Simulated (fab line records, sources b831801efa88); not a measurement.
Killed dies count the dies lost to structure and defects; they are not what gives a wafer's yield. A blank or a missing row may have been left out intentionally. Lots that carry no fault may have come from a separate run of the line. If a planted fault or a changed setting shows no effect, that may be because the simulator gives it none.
8D (eight disciplines) problem report, filled in by code ; flow gf180mcu ; the parts of the form that need people (team, actions taken, sign-off) are left out

== 1. WHAT IS WRONG ==
Across 2 wafers from 2 lots, SAB_CVD_00_THK at GF_SAB_THK_MEAS_01 averages 33.0 nm, while fault-free wafers read 50.1 nm with a standard deviation of 0.81. Measured from the usual mean, that is -21 standard deviations.
First observed at day 15 21:17: wafer L815.3, on filmMetro-02. Wafers with a number at this step in the record: 39, from 13 lots. By rule, "out" or "out of limits" means more than 4 standard deviations away from the usual mean. The rest of the wafers with a number are treated as sound.

== 2. WHAT THIS IS AND IS NOT ==
question;is;is not
which readings at this step;SAB_CVD_00_THK;-
which lots;L815, L817;L810, L811, L820, L822, L823, L824, L825, L826, L828, L829, L831
which wafers of those lots;L815.3, L817.3;L815.1, L815.4, L817.1, L817.6
read on which gauges;filmMetro-02;filmMetro-01, filmMetro-04
when;from day 15 21:17;"up to then (8 sound wafers); but 29 sound wafers of L817, L820, L822, L823, L824, L825, L826, L828, L829, L831 came after"

== 3. WHAT RULES OUT EACH SUSPECT ==
Counting: a tool at a process step up to the reading stays a suspect if it ran every lot that is out. Sound lots after the first of them don't rule it out here, since some wafers of a struck lot are sound.
- the gauge at GF_SAB_THK_MEAS_01: kept. All the wafers that are out were read on filmMetro-02, and no step on other tools shows them out.
- rieDiel-04 at GF_HV_LDD_ETCHBACK_58 (etches Si3N4 in CH3F/O2, stops on SiO2, time 100 s, target depth 90 nm): kept. Every lot that is out went through it, the first being L815 (day 14 01:18); the last sound lot it ran before that was L810 (day 13 02:01).
- pecvd-04 at GF_SAB_CVD_00 (deposits SiO2 from TEOS, target thk 50 nm, time 4.9302 s): kept. It ran every lot that is out, first L815 (day 15 21:16).
- pecvd-04, GF_SAB_CVD_00: wafers that are out in chamber 1, sound lot-mates in chambers 0, 2.
Still standing after the count: rieDiel-04 at GF_HV_LDD_ETCHBACK_58, pecvd-04 at GF_SAB_CVD_00, filmMetro-02 at GF_SAB_THK_MEAS_01.

== 4. THE CAUSE (what the simulator had put in) ==
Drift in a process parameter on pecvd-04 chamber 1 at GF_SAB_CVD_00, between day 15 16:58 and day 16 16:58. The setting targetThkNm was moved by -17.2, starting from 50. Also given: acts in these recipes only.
After counting, 3 suspects remain, this tool included.

== 5. THE CHAIN OF EFFECTS, in route order ==
Each row: a reading where the mean over the struck wafers with a number is more than 3 standard deviations away from the usual. Only readings for which the record gives a usual standard deviation are gone through. hours: the time from each lot's start at the first step in this table that gives one to its start at this step, as a median over the lots. sigmas: the change in usual standard deviations.
hours;step;reading;usual;on struck wafers;change;sigmas
0;GF_SAB_THK_MEAS_01;SAB_CVD_00_THK;50.1 nm;33.0;-17.1;-21

== 6. WHAT WOULD HAVE CAUGHT IT SOONER ==
4 hours passed between the start of the fault at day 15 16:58 and the first reading out of limits at a measuring or inspecting step in this record, taken at day 15 21:17.
No tool reading at GF_SAB_CVD_00 that has a usual standard deviation in the record was out on any struck wafer, so an alarm limit of 4 standard deviations on those readings would not have fired.
Lots out: 2; of these, L817 started GF_SAB_CVD_00 on pecvd-04 after day 15 21:17. A hold on the tool at that time would have spared it.
